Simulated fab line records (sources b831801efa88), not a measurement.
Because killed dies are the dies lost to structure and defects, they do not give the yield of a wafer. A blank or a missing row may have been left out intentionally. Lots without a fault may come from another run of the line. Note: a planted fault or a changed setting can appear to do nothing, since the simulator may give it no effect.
Lot-split experiment :: flow gf180mcu :: 23 wafers read across 5 lots, on a route 602 steps long

== SPLIT DETAILS ==
At GF_M3_SPUTTER_03 (material Ti, target thk 10 nm, time 6.7 s), the setting powerW was moved away from the recipe's 3000 W on 6 of the 23 wafers read, by +5.0% to +10.5%. For the rest of the wafers, this setting stayed at what the recipe calls for.

The reading comes from the split's own step.

== THE READING ==
Ti_of_M3_SPUTTER_03.thkNm (the simulator's own value, which no gauge read), in nm, at GF_M3_SPUTTER_03 (material Ti, target thk 10 nm, time 6.7 s). There is no usual value for it anywhere in the file. Average 10.058 nm, standard deviation 0.12 nm, over the 17 wafers here run with the recipe.

wafer: L075.1
tool, chamber at the split: pvdSputter-01, -
powerW as run, W: 3316
against the recipe: +10.5%
Ti_of_M3_SPUTTER_03.thkNm, nm: 11.11
against lot-mates on the recipe: +1.107

wafer: L075.2
tool, chamber at the split: pvdSputter-01, -
powerW as run, W: 3000
against the recipe: recipe
Ti_of_M3_SPUTTER_03.thkNm, nm: 9.964
against lot-mates on the recipe: -

wafer: L075.3
tool, chamber at the split: pvdSputter-01, -
powerW as run, W: 3000
against the recipe: recipe
Ti_of_M3_SPUTTER_03.thkNm, nm: 10.07
against lot-mates on the recipe: -

wafer: L075.5
tool, chamber at the split: pvdSputter-01, -
powerW as run, W: 3316
against the recipe: +10.5%
Ti_of_M3_SPUTTER_03.thkNm, nm: 11.09
against lot-mates on the recipe: +1.087

wafer: L075.6
tool, chamber at the split: pvdSputter-01, -
powerW as run, W: 3000
against the recipe: recipe
Ti_of_M3_SPUTTER_03.thkNm, nm: 9.974
against lot-mates on the recipe: -

wafer: L077.1
tool, chamber at the split: pvdSputter-02, -
powerW as run, W: 3149
against the recipe: +5.0%
Ti_of_M3_SPUTTER_03.thkNm, nm: 10.4
against lot-mates on the recipe: +0.381

wafer: L077.2
tool, chamber at the split: pvdSputter-02, -
powerW as run, W: 3149
against the recipe: +5.0%
Ti_of_M3_SPUTTER_03.thkNm, nm: 10.51
against lot-mates on the recipe: +0.491

wafer: L077.4
tool, chamber at the split: pvdSputter-02, -
powerW as run, W: 3000
against the recipe: recipe
Ti_of_M3_SPUTTER_03.thkNm, nm: 10.1
against lot-mates on the recipe: -

wafer: L077.5
tool, chamber at the split: pvdSputter-02, -
powerW as run, W: 3000
against the recipe: recipe
Ti_of_M3_SPUTTER_03.thkNm, nm: 9.947
against lot-mates on the recipe: -

wafer: L077.6
tool, chamber at the split: pvdSputter-02, -
powerW as run, W: 3000
against the recipe: recipe
Ti_of_M3_SPUTTER_03.thkNm, nm: 10.01
against lot-mates on the recipe: -

wafer: L076.1
tool, chamber at the split: pvdSputter-01, -
powerW as run, W: 3000
against the recipe: recipe
Ti_of_M3_SPUTTER_03.thkNm, nm: 9.899
against lot-mates on the recipe: -

wafer: L076.2
tool, chamber at the split: pvdSputter-01, -
powerW as run, W: 3000
against the recipe: recipe
Ti_of_M3_SPUTTER_03.thkNm, nm: 10.11
against lot-mates on the recipe: -

wafer: L076.3
tool, chamber at the split: pvdSputter-01, -
powerW as run, W: 3000
against the recipe: recipe
Ti_of_M3_SPUTTER_03.thkNm, nm: 10.03
against lot-mates on the recipe: -

wafer: L076.5
tool, chamber at the split: pvdSputter-01, -
powerW as run, W: 3000
against the recipe: recipe
Ti_of_M3_SPUTTER_03.thkNm, nm: 10.03
against lot-mates on the recipe: -

wafer: L076.4
tool, chamber at the split: pvdSputter-01, -
powerW as run, W: 3000
against the recipe: recipe
Ti_of_M3_SPUTTER_03.thkNm, nm: 9.903
against lot-mates on the recipe: -

wafer: L082.1
tool, chamber at the split: pvdSputter-01, -
powerW as run, W: 3000
against the recipe: recipe
Ti_of_M3_SPUTTER_03.thkNm, nm: 10.01
against lot-mates on the recipe: -

wafer: L082.2
tool, chamber at the split: pvdSputter-01, -
powerW as run, W: 3000
against the recipe: recipe
Ti_of_M3_SPUTTER_03.thkNm, nm: 9.987
against lot-mates on the recipe: -

wafer: L082.5
tool, chamber at the split: pvdSputter-01, -
powerW as run, W: 3000
against the recipe: recipe
Ti_of_M3_SPUTTER_03.thkNm, nm: 10.14
against lot-mates on the recipe: -

wafer: L084.1
tool, chamber at the split: pvdSputter-01, -
powerW as run, W: 3000
against the recipe: recipe
Ti_of_M3_SPUTTER_03.thkNm, nm: 10.21
against lot-mates on the recipe: -

wafer: L084.2
tool, chamber at the split: pvdSputter-01, -
powerW as run, W: 3191
against the recipe: +6.4%
Ti_of_M3_SPUTTER_03.thkNm, nm: 10.81
against lot-mates on the recipe: +0.540

wafer: L084.3
tool, chamber at the split: pvdSputter-01, -
powerW as run, W: 3000
against the recipe: recipe
Ti_of_M3_SPUTTER_03.thkNm, nm: 10.28
against lot-mates on the recipe: -

wafer: L084.5
tool, chamber at the split: pvdSputter-01, -
powerW as run, W: 3000
against the recipe: recipe
Ti_of_M3_SPUTTER_03.thkNm, nm: 10.32
against lot-mates on the recipe: -

wafer: L084.6
tool, chamber at the split: pvdSputter-01, -
powerW as run, W: 3191
against the recipe: +6.4%
Ti_of_M3_SPUTTER_03.thkNm, nm: 10.83
against lot-mates on the recipe: +0.560

FIT RESULTS
A straight line over all 23 wafers: Ti_of_M3_SPUTTER_03.thkNm changes by +0.101 nm for each +1% of powerW; r = +0.95; the points scatter about the line by 0.12 nm.
The same after taking each lot's own level away (the mean of its wafers on the recipe; 23 wafers): +0.0986 nm for each +1%; r = +0.98; scatter 0.07 nm.
On that fit, the largest move of powerW shifts the reading by 1 nm.
The span of the lots' own levels, 9.9944 to 10.2700 nm, comes to 2.3 times the standard deviation stated above.
So the lot-to-lot level changes the slope little: the two slopes agree.
Check: for one of the wafers moved furthest among these (+10.5%), held out of the fit, the line's prediction against its lot-mates is +0.996 nm. Against them it came out at +1.11 nm.

== FURTHER SPLITS ON THESE WAFERS ==
Before the reading, these wafers also passed through other splits. Each is held against what the fit with the lots' levels taken away leaves over:
other split on the same wafers: GF_M2_SPUTTER_02 powerW
wafers away from the commonest value: 6
r with Ti_of_M3_SPUTTER_03.thkNm (lot level and that fit taken away): +0.01

other split on the same wafers: GF_V2_COAT_09 resistThkNm
wafers away from the commonest value: 9
r with Ti_of_M3_SPUTTER_03.thkNm (lot level and that fit taken away): +0.00

other split on the same wafers: GF_V2_SOFTBAKE_10 timeS
wafers away from the commonest value: 9
r with Ti_of_M3_SPUTTER_03.thkNm (lot level and that fit taken away): +0.34

other split on the same wafers: GF_V2_SPUTTER_22 timeS
wafers away from the commonest value: 7
r with Ti_of_M3_SPUTTER_03.thkNm (lot level and that fit taken away): +0.18

== FILE'S OWN FIT ==
Ti_of_M3_SPUTTER_03.thkNm changes by +0.0977 nm for each +1% of powerW, r = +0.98.
